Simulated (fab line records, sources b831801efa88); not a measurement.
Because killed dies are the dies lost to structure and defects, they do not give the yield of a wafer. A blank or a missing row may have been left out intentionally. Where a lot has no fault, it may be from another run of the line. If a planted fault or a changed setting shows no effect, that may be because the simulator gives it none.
fab line records	flow gf180mcu
record: lots: 11	wafers: 33	last-day: 34
route steps=602 shown NWELL@49 HV_LDD@232 V3@445
lots untouched by any fault: they come from a run of this same line in which no faults occurred
start-h: the number of hours between the record's first day and the start of the first shown wafer of the lot	wait-h: how many hours have passed since the lot's step before this one	" unchanged from the row above	L1.1+2: a single row standing in for several wafers	- no value, or no start given	* or withheld: withheld	< > ~ a bound
route shown NAME@n: names a module that has steps shown in the file, with the first one's number in the route	usual: the fault-free wafers' mean and standard deviation	same: alike in all rows	chamber/n: place in a boat	sites: each site's reading	_std_site: the standard deviation of these	_edge_site: outer sites' mean less inner sites'	radius-mm: how far each site lies from the wafer's centre	mask NAME#n: copy n	behind: tool/chamber where the wafer was last shaped	hold: cause of the lot's hold/its duration in hours/its outcome	device: whichever transistor did not switch (one of n, p or np)	end of line: the same wafers' tests at the end of the route	step lacking rows: just its recipe	killed: at the first sort, the dies lost to defects and structure; wafer yield is something else	map: a wafer's dies, x killed, . not, _ none there
set.NAME: the setting that was run; set.NAME@STEP: the one run at that earlier step	model.NAME: the simulator's own value behind a step, which no gauge read
a sample of lots followed through the steps of the route, with each step as a table and each wafer as a row
services: the hour from which a tool's chamber was out of use, counted from the record's first day as start-h (under 0 if before that day), plus the number of hours and why
== steps ==
step: GF_NWELL_OVL_MEAS_07
usual: NWELL_OVL: 1.6/1.4
lot.wafer	tool	chamber	start-h	wait-h	NWELL_OVL[nm]
L360.1	overlay-01	-	57.10	-	1.3
L360.3	"	-	"	"	2.8
L360.5	"	-	"	"	0.1
L361.3	overlay-02	-	60.76	-	0.8
L361.4	"	-	"	"	0.4
L361.5	"	-	"	"	1.2
L363.2	overlay-02	-	71.06	-	3.0
L363.3	"	-	"	"	1.8
L363.4	"	-	"	"	1.7
L364.1	overlay-02	-	76.28	-	-0.7
L364.3	"	-	"	"	0.3
L364.6	"	-	"	"	1.1
L366.2	overlay-02	-	86.75	-	2.1
L366.3	"	-	"	"	1.9
L366.4	"	-	"	"	2.6
L373.1	overlay-01	-	128.18	-	3.3
L373.2	"	-	"	"	2.9
L373.4	"	-	"	"	2.7
L374.1	overlay-01	-	132.40	-	2.5
L374.2	"	-	"	"	1.4
L374.3	"	-	"	"	1.6
L378.4	overlay-01	-	153.87	-	1.7
L378.5	"	-	"	"	2.2
L378.6	"	-	"	"	1.0
L380.1	overlay-01	-	164.83	-	3.9
L380.4	"	-	"	"	4.9
L380.5	"	-	"	"	5.1
L381.4	overlay-01	-	170.42	-	-0.1
L381.5	"	-	"	"	-0.2
L381.6	"	-	"	"	0.3
L383.1	overlay-01	-	183.05	-	1.6
L383.2	"	-	"	"	2.8
L383.4	"	-	"	"	1.0
step: GF_HV_LDD_CVD_56
recipe: material: Si3N4	precursor: DCS/NH3	target-thk-nm: 90	temp-c: 770	time-s: 1543	pressure-mtorr: 250
usual: spike-tc-centre-C: 770.2/1.6	spike-tc-top-C: 781.1/2.1	zone-power-centre-pct: 12.7/0.9
lot.wafer	tool	chamber	start-h	wait-h	spike-tc-centre-C	spike-tc-top-C	zone-power-centre-pct
L360.1	lpcvd-02	0	276.07	0.1	767.7	779.4	13.7
L360.3	"	0	"	"	766.6	778.2	13.5
L360.5	"	0	"	"	768.9	778.4	13.9
L361.3	lpcvd-01	1	282.28	0.0	771.0	779.3	11.7
L361.4	"	1	"	"	772.3	780.7	11.5
L361.5	"	1	"	"	770.7	781.7	11.7
L363.2	lpcvd-02	1	293.42	0.0	769.8	783.0	11.9
L363.3	"	1	"	"	770.8	783.9	11.7
L363.4	"	1	"	"	771.1	784.8	12.0
L364.1	lpcvd-02	0	304.05	0.1	767.7	779.4	13.4
L364.3	"	0	"	"	768.9	779.4	13.6
L364.6	"	0	"	"	769.1	779.9	13.7
L366.2	lpcvd-01	1	319.92	0.0	773.6	780.0	11.6
L366.3	"	1	"	"	770.8	779.3	11.6
L366.4	"	1	"	"	772.6	781.0	11.9
L373.1	lpcvd-02	0	381.01	0.1	769.1	779.7	13.7
L373.2	"	0	"	"	768.2	779.3	13.8
L373.4	"	0	"	"	768.3	778.7	13.6
L374.1	lpcvd-02	1	385.19	0.6	771.3	784.6	11.9
L374.2	"	1	"	"	771.2	785.8	11.6
L374.3	"	1	"	"	772.1	783.9	11.9
L378.4	lpcvd-01	1	417.22	0.0	773.7	777.8	11.6
L378.5	"	1	"	"	772.1	778.9	11.8
L378.6	"	1	"	"	773.0	779.1	11.7
L380.1	lpcvd-01	0	432.62	0.1	770.1	782.2	13.2
L380.4	"	0	"	"	768.8	783.4	13.3
L380.5	"	0	"	"	769.0	781.8	13.0
L381.4	lpcvd-01	0	439.10	0.0	770.2	783.0	12.9
L381.5	"	0	"	"	769.3	783.4	13.1
L381.6	"	0	"	"	770.0	783.2	13.0
L383.1	lpcvd-02	0	461.87	0.1	769.4	779.5	13.8
L383.2	"	0	"	"	768.7	778.0	13.8
L383.4	"	0	"	"	766.8	780.2	13.6
step: GF_HV_LDD_THK_MEAS_57
recipe: reads: Si3N4_of_HV_LDD_CVD_56
usual: HV_LDD_CVD_56_THK: 89.5/0.67
lot.wafer	tool	chamber	start-h	wait-h	HV_LDD_CVD_56_THK[nm]
L360.1	film-metro-03	-	277.50	0.0	89.7
L360.3	"	-	"	"	88.9
L360.5	"	-	"	"	89.3
L361.3	film-metro-04	-	283.73	0.0	89.7
L361.4	"	-	"	"	90.1
L361.5	"	-	"	"	90.1
L363.2	film-metro-03	-	294.86	0.0	90.3
L363.3	"	-	"	"	89.3
L363.4	"	-	"	"	89.4
L364.1	film-metro-01	-	307.27	0.0	90.2
L364.3	"	-	"	"	88.3
L364.6	"	-	"	"	89.4
L366.2	film-metro-04	-	321.36	0.0	89.8
L366.3	"	-	"	"	89.8
L366.4	"	-	"	"	89.0
L373.1	film-metro-01	-	382.44	0.0	96.4
L373.2	"	-	"	"	96.4
L373.4	"	-	"	"	96.2
L374.1	film-metro-01	-	386.62	0.0	97.3
L374.2	"	-	"	"	97.1
L374.3	"	-	"	"	97.7
L378.4	film-metro-03	-	419.39	0.0	89.5
L378.5	"	-	"	"	88.7
L378.6	"	-	"	"	89.6
L380.1	film-metro-01	-	434.05	0.0	90.0
L380.4	"	-	"	"	90.7
L380.5	"	-	"	"	89.5
L381.4	film-metro-04	-	440.56	0.0	90.1
L381.5	"	-	"	"	90.0
L381.6	"	-	"	"	90.6
L383.1	film-metro-04	-	463.30	0.0	90.2
L383.2	"	-	"	"	90.0
L383.4	"	-	"	"	90.0
step: GF_HV_LDD_ETCHBACK_58
recipe: chemistry: CH3F/O2	target: Si3N4	stop-on: SiO2	source-w: 400	bias-w: 80	pressure-mtorr: 25	ch3f-flow-sccm: 40	O2_flow_sccm: 30	time-s: 100	target-depth-a: 900
usual: drypump-motor-current-A: 5.9/0.37	oes-product-au: 0.840/0.0053	rf-fwd-power-W: 397.6/1.2	throttle-valve-pct: 10.562/0.0086
lot.wafer	tool	chamber	start-h	wait-h	drypump-motor-current-A	oes-product-au	rf-fwd-power-W	rf-hours-counter-h	throttle-valve-pct
L360.1	rie-diel-02	3	277.56	0.1	5.7	0.837	397.1	122	10.575
L360.3	"	0	"	"	6.0	0.832	397.9	24	10.562
L360.5	"	3	"	"	5.7	0.834	397.5	-	10.566
L361.3	rie-diel-02	2	283.77	0.0	5.5	0.843	396.3	34	10.570
L361.4	"	0	"	"	6.0	0.837	397.4	-	10.574
L361.5	"	1	"	"	5.6	0.847	396.7	-	10.571
L363.2	rie-diel-01	1	294.91	0.0	5.8	0.842	398.2	1	10.555
L363.3	"	3	"	"	6.7	0.833	396.6	1	10.551
L363.4	"	2	"	"	6.1	0.840	398.4	-	10.552
L364.1	rie-diel-01	1	307.33	0.1	5.8	0.836	396.8	2	10.557
L364.3	"	2	"	"	6.1	0.836	397.9	33	10.551
L364.6	"	1	"	"	5.8	0.848	396.5	-	10.574
L366.2	rie-diel-03	3	321.41	0.0	5.3	0.839	400.5	123	10.570
L366.3	"	2	"	"	5.8	0.836	398.6	40	10.563
L366.4	"	1	"	"	6.4	0.842	397.8	91	10.560
L373.1	rie-diel-02	0	382.50	0.1	6.0	0.877	399.5	27	10.582
L373.2	"	1	"	"	5.6	0.875	398.6	4	10.561
L373.4	"	3	"	"	5.7	0.868	397.0	1	10.564
L374.1	rie-diel-03	1	386.68	0.1	6.4	0.878	398.0	93	10.577
L374.2	"	3	"	"	5.3	0.874	396.4	0	10.570
L374.3	"	2	"	"	5.8	0.889	395.3	43	10.573
L378.4	rie-diel-01	0	419.42	0.0	5.7	0.838	396.9	71	10.553
L378.5	"	3	"	"	6.7	0.836	397.1	-	10.560
L378.6	"	0	"	"	5.7	0.841	397.2	-	10.560
L380.1	rie-diel-03	0	434.11	0.1	5.9	0.845	398.2	16	10.545
L380.4	"	3	"	"	5.3	0.839	397.1	1	10.572
L380.5	"	3	"	"	5.3	0.840	398.1	-	10.570
L381.4	rie-diel-02	3	440.59	0.0	5.7	0.845	399.5	3	10.563
L381.5	"	3	"	"	5.7	0.843	399.2	-	10.563
L381.6	"	2	"	"	5.5	0.839	399.1	-	10.574
L383.1	rie-diel-03	0	463.36	0.1	5.9	0.850	397.2	17	10.568
L383.2	"	3	"	"	5.3	0.850	397.9	2	10.562
L383.4	"	2	"	"	5.8	0.843	397.7	44	10.564
step: GF_V3_ETCH_16
recipe: chemistry: N2/H2	target-depth-a: withheld	overetch-a: withheld	time-s: withheld	target: BARC	ion-energy-ev: 200	source-w: 500	bias-w: 100	pressure-mtorr: 30	n2-flow-sccm: 100	h2-flow-sccm: 200
usual: drypump-motor-current-A: 5.7/0.5	oes-product-au: 0.854/0.0044	rf-fwd-power-W: 495.5/1.7	throttle-valve-pct: 13.225/0.01
lot.wafer	tool	chamber	start-h	wait-h	drypump-motor-current-A	oes-product-au	rf-fwd-power-W	throttle-valve-pct
L360.1	rie-diel-01	1	513.78	0.0	5.8	0.848	492.4	13.229
L360.3	"	3	"	"	6.7	0.861	492.4	13.235
L360.5	"	3	"	"	6.7	0.859	493.4	13.211
L361.3	rie-diel-04	3	527.43	0.0	4.7	0.853	493.1	13.220
L361.4	"	1	"	"	5.7	0.853	497.8	13.226
L361.5	"	0	"	"	5.8	0.851	496.2	13.237
L363.2	rie-diel-04	3	534.70	0.0	4.7	0.857	491.9	13.232
L363.3	"	0	"	"	5.8	0.846	495.0	13.214
L363.4	"	1	"	"	5.7	0.852	496.7	13.203
L364.1	rie-diel-01	1	549.62	0.0	5.8	0.856	494.5	13.226
L364.3	"	2	"	"	6.2	0.856	496.0	13.217
L364.6	"	2	"	"	6.2	0.851	495.0	13.227
L366.2	rie-diel-04	1	561.88	0.0	5.7	0.858	496.3	13.213
L366.3	"	2	"	"	5.1	0.854	494.9	13.206
L366.4	"	3	"	"	4.7	0.862	492.4	13.235
L373.1	rie-diel-01	1	622.95	0.0	5.8	0.853	494.1	13.209
L373.2	"	3	"	"	6.6	0.854	493.6	13.214
L373.4	"	3	"	"	6.6	0.847	493.2	13.236
L374.1	rie-diel-01	3	626.45	0.0	6.7	0.852	494.1	13.226
L374.2	"	1	"	"	5.8	0.859	494.0	13.228
L374.3	"	2	"	"	6.1	0.862	494.7	13.219
L378.4	rie-diel-04	1	653.80	0.0	5.7	0.856	497.2	13.208
L378.5	"	1	"	"	5.7	0.857	496.4	13.236
L378.6	"	2	"	"	5.1	0.853	496.5	13.212
L380.1	rie-diel-01	0	668.13	0.0	5.7	0.858	494.3	13.232
L380.4	"	0	"	"	5.7	0.859	494.7	13.205
L380.5	"	3	"	"	6.7	0.857	496.2	13.232
L381.4	rie-diel-01	0	672.78	0.0	5.7	0.852	495.1	13.217
L381.5	"	3	"	"	6.7	0.850	494.2	13.203
L381.6	"	1	"	"	5.8	0.861	492.2	13.215
L383.1	rie-diel-04	3	690.33	0.0	4.7	0.852	498.2	13.234
L383.2	"	0	"	"	5.8	0.851	497.9	13.222
L383.4	"	2	"	"	5.1	0.853	494.7	13.211
step: GF_V3_ETCH_17
recipe: chemistry: C4F8/O2/Ar	mask-material: KrF	target: SiO2	stop-on: TiN	source-w: 1500	bias-w: 1200	pressure-mtorr: 40	c4f8-flow-sccm: withheld	O2_flow_sccm: 6	Ar_flow_sccm: 300	time-s: withheld	target-depth-a: 6350
usual: oes-product-au: 0.856/0.0044	rf-fwd-power-W: 1493/4.7
lot.wafer	tool	chamber	start-h	wait-h	oes-product-au	rf-fwd-power-W
L360.1	rie-diel-01	1	-	-	0.854	1486
L360.3	"	3	"	"	0.854	1491
L360.5	"	3	"	"	0.861	1491
L361.3	rie-diel-04	3	-	-	0.862	1491
L361.4	"	1	"	"	0.859	1489
L361.5	"	0	"	"	0.856	1486
L363.2	rie-diel-04	3	-	-	0.857	1490
L363.3	"	0	"	"	0.862	1498
L363.4	"	1	"	"	0.847	1496
L364.1	rie-diel-01	1	-	-	0.858	1484
L364.3	"	2	"	"	0.855	1494
L364.6	"	2	"	"	0.868	1491
L366.2	rie-diel-04	1	-	-	0.849	1493
L366.3	"	2	"	"	0.849	1492
L366.4	"	3	"	"	0.854	1496
L373.1	rie-diel-01	1	-	-	0.864	1491
L373.2	"	3	"	"	0.863	1493
L373.4	"	3	"	"	0.853	1486
L374.1	rie-diel-01	3	-	-	0.851	1489
L374.2	"	1	"	"	0.856	1483
L374.3	"	2	"	"	0.869	1498
L378.4	rie-diel-04	1	-	-	0.856	1496
L378.5	"	1	"	"	0.861	1495
L378.6	"	2	"	"	0.857	1502
L380.1	rie-diel-01	0	-	-	0.848	1493
L380.4	"	0	"	"	0.859	1493
L380.5	"	3	"	"	0.849	1489
L381.4	rie-diel-01	0	-	-	0.857	1494
L381.5	"	3	"	"	0.864	1491
L381.6	"	1	"	"	0.861	1488
L383.1	rie-diel-04	3	-	-	0.853	1492
L383.2	"	0	"	"	0.861	1493
L383.4	"	2	"	"	0.856	1494
== services ==
tool	chamber	start-h	hours	kind
rie-diel-04	-	254.12	2.8	pm
lpcvd-01	-	268.72	0.7	repair
rie-diel-02	2	270.21	7.9	repair
rie-diel-04	0	271.82	2.6	repair
rie-diel-01	1	272.52	16.1	repair
rie-diel-01	0	283.57	14.3	repair
lpcvd-01	-	283.99	1.4	repair
rie-diel-04	-	293.43	0.9	repair
rie-diel-04	0	338.28	3.5	repair
rie-diel-01	-	344.82	0.3	repair
rie-diel-04	0	351.70	1.6	repair
rie-diel-01	2	369.72	2.8	repair
lpcvd-02	-	419.39	1.6	repair
lpcvd-01	-	444.60	0.7	repair
rie-diel-01	0	475.09	9.0	repair
rie-diel-04	1	484.68	2.4	repair
rie-diel-04	0	512.71	9.9	repair
rie-diel-01	1	552.28	8.7	repair
rie-diel-04	3	574.16	34.2	repair
rie-diel-01	0	610.43	11.1	repair
rie-diel-01	2	649.44	34.0	repair
rie-diel-01	-	671.74	0.9	repair
lpcvd-01	-	681.08	2.8	pm
lpcvd-02	-	688.01	0.8	repair
== key ==
first-sign: step: GF_HV_LDD_THK_MEAS_57	reading: HV_LDD_CVD_56_THK	direction: up	sigmas: 11	usual: 89.5	struck: 96.9
effect: step: GF_HV_LDD_ETCHBACK_58	reading: oes-product-au	direction: up	sigmas: 6.9	usual: 0.840	struck: 0.877
met-at GF_HV_LDD_CVD_56
struck-lots L373,L374
tester-left-out L373,L374
not-acting-at GF_NWELL_OVL_MEAS_07,GF_V3_ETCH_16,GF_V3_ETCH_17
onset-between 304.05 381.01
fault: kind: process-parameter-drift	tool: lpcvd-02	chamber: -	onset-h: 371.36	steps: GF_HV_LDD_CVD_56	channel: target-thk-nm	offset: 7.636	shape: step	end-h: 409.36	acts-in: these-recipes-only	stated: 90
tester-left-out: of these lots the tester's yield and bins aren't shown, on N5 and GAA mostly nor the transistor test; their killed dies are dies lost to structure and defects alone, not to doping, threshold or leakage, so they don't give the yield
